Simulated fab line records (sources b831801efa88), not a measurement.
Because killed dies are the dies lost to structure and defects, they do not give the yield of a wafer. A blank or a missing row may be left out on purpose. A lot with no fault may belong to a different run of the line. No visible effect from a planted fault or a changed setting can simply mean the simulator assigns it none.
What tool caused it? ; flow gf180mcu ; 36 wafers from 12 lots sampled at 4 of the route's 602 steps

## WHAT EACH GAUGE READ, for each wafer
GF_MIM_THK_MEAS_06. Usual: MIM_CVD_05_THK typically reads 41.9 nm, with standard deviation 0.69.
lot;measured;on;MIM_CVD_05_THK (nm);flag
L331;day 25 10:07;film metro-02;42.3 42.1 43.0;
L332;day 25 13:01;film metro-02;41.0 42.2 42.7;
L333;day 26 03:47;film metro-02;43.0 42.9 41.9;
L334;day 26 12:47;film metro-02;41.9 42.6 42.2;
L336;day 27 02:16;film metro-03;42.2 43.8 42.7;
L337;day 27 04:37;film metro-01;41.8 42.2 42.6;
L340;day 28 01:05;film metro-02;42.3 42.6 42.5;
L341;day 28 17:26;film metro-01;42.5 41.7 42.7;
L342;day 28 20:46;film metro-03;42.2 41.5 41.6;
L343;day 29 01:45;film metro-02;43.2 42.8 43.2;
L344;day 29 08:20;film metro-03;46.3 45.7 46.8;OFF
L345;day 29 17:04;film metro-01;46.1 45.9 46.6;OFF

## TOOL THAT RAN EACH LOT (tool first, then ch and the chambers of the sampled wafers, then the start)
lot;GF_V4_STRIP_18;GF_V4_SPUTTER_22;GF_MIM_CVD_05
L331;plasma asher-01 ch 0,1, day 25 08:17;pvd sputter-02, day 25 09:13;pecvd-01 ch 0,1, day 25 10:04
L332;plasma asher-03 ch 0,1, day 25 11:32;pvd sputter-02, day 25 12:08;pecvd-04 ch 1,2, day 25 12:59
L333;plasma asher-02 ch 0,1, day 26 02:18;pvd sputter-04, day 26 02:52;pecvd-04 ch 0,1,2, day 26 03:44
L334;plasma asher-03 ch 0,1, day 26 11:17;pvd sputter-04, day 26 11:53;pecvd-03 ch 0,2, day 26 12:44
L336;plasma asher-03 ch 0,1, day 27 00:48;pvd sputter-04, day 27 01:22;pecvd-04 ch 0,1, day 27 02:13
L337;plasma asher-02 ch 0,1, day 27 03:08;pvd sputter-01, day 27 03:44;pecvd-04 ch 0,1, day 27 04:35
L340;plasma asher-01 ch 0,1, day 27 23:37;pvd sputter-01, day 28 00:13;pecvd-04 ch 0,1, day 28 01:04
L341;plasma asher-02 ch 0,1, day 28 15:58;pvd sputter-02, day 28 16:34;pecvd-04 ch 0,1,2, day 28 17:25
L342;plasma asher-02 ch 0, day 28 19:17;pvd sputter-02, day 28 19:52;pecvd-01 ch 0,2, day 28 20:44
L343;plasma asher-02 ch 1, day 29 00:13;pvd sputter-01, day 29 00:52;pecvd-04 ch 0,1, day 29 01:43
L344;plasma asher-03 ch 0,1, day 29 06:36;pvd sputter-04, day 29 07:10;pecvd-04 ch 0,1, day 29 08:17
L345;plasma asher-01 ch 0,1, day 29 15:35;pvd sputter-02, day 29 16:10;pecvd-04 ch 1,2, day 29 17:02
- GF_V4_STRIP_18: strips in O2/N2.
- GF_V4_SPUTTER_22: material TiN, target thk 10 nm, time 40 s.
- GF_MIM_CVD_05: deposits Si3N4, target thk 42 nm, time 29.086 s.

## AS READ BY THE TOOLS THEMSELVES (means over the sampled wafers that have a number; for cases with no such wafer, the mark the record gives instead)
GF_V4_STRIP_18. Usual: drypump motor current A 5.8 A, standard deviation 0.53; heater power w 350 W, standard deviation 28; oes product au 0.592 a.u., standard deviation 0.0049.
lot;tool;drypump motor current A (A);heater power w (W);oes product au (a.u.);flag
L331;plasma asher-01;5.4;336;0.594;
L332;plasma asher-03;5.9;377;0.588;
L333;plasma asher-02;6.0;336;0.597;
L334;plasma asher-03;5.9;374;0.591;
L336;plasma asher-03;5.9;378;0.591;
L337;plasma asher-02;6.0;337;0.594;
L340;plasma asher-01;5.6;362;0.591;
L341;plasma asher-02;6.4;343;0.593;
L342;plasma asher-02;6.9;337;0.591;
L343;plasma asher-02;5.7;331;0.593;
L344;plasma asher-03;5.6;368;0.590;
L345;plasma asher-01;5.6;358;0.594;

GF_V4_SPUTTER_22. Usual: chamber pressure pa 4.999 Pa, standard deviation 0.011; throttle valve pct 30.4 %, standard deviation 0.84.
lot;tool;chamber pressure pa (Pa);throttle valve pct (%);flag
L331;pvd sputter-02;4.995;30.6;
L332;pvd sputter-02;4.997;30.7;
L333;pvd sputter-04;4.991;30.3;
L334;pvd sputter-04;4.989;29.0;
L336;pvd sputter-04;5.010;29.9;
L337;pvd sputter-01;4.994;30.9;
L340;pvd sputter-01;4.997;30.3;
L341;pvd sputter-02;4.990;31.0;
L342;pvd sputter-02;4.999;31.1;
L343;pvd sputter-01;5.005;30.9;
L344;pvd sputter-04;5.005;29.8;
L345;pvd sputter-02;5.002;30.6;

GF_MIM_CVD_05. Usual: heater power w at 624 W, with a standard deviation of 96.
lot;tool;heater power w (W);flag
L331;pecvd-01;572;
L332;pecvd-04;653;
L333;pecvd-04;600;
L334;pecvd-03;698;
L336;pecvd-04;627;
L337;pecvd-04;623;
L340;pecvd-04;557;
L341;pecvd-04;581;
L342;pecvd-01;642;
L343;pecvd-04;525;
L344;pecvd-04;518;
L345;pecvd-04;692;

## THE ANSWER, worked out from the rows above alone
Rule: lot off if the mean of its wafers having a number is beyond 3 standard deviations from the usual mean. Also off: a lot with no number at a reading for which 4 or more lots have one. Where the step has rows for the other lots, those lots are counted as sound. Order of review: gauges by route order, followed by the tools' own readings, for which a lot's mean as printed above is used. The first step at which some lot is off is used, and at that step the reading that is off furthest; a lot without a number counts as furthest.
Off: L344, L345, at GF_MIM_THK_MEAS_06 (MIM_CVD_05_THK).
A tool fits if, at a process step before that reading, it ran every lot that is off, and no sound lot after the first of them. Those tools and the gauges at GF_MIM_THK_MEAS_06 are tried in the same way. One fits: pecvd-04 at GF_MIM_CVD_05. Its last sound lot is L343 (day 29 01:43), its first lot that is off L344 (day 29 08:17): a fault that began between those two fits.

## WHAT THE SIMULATOR HAD INSERTED
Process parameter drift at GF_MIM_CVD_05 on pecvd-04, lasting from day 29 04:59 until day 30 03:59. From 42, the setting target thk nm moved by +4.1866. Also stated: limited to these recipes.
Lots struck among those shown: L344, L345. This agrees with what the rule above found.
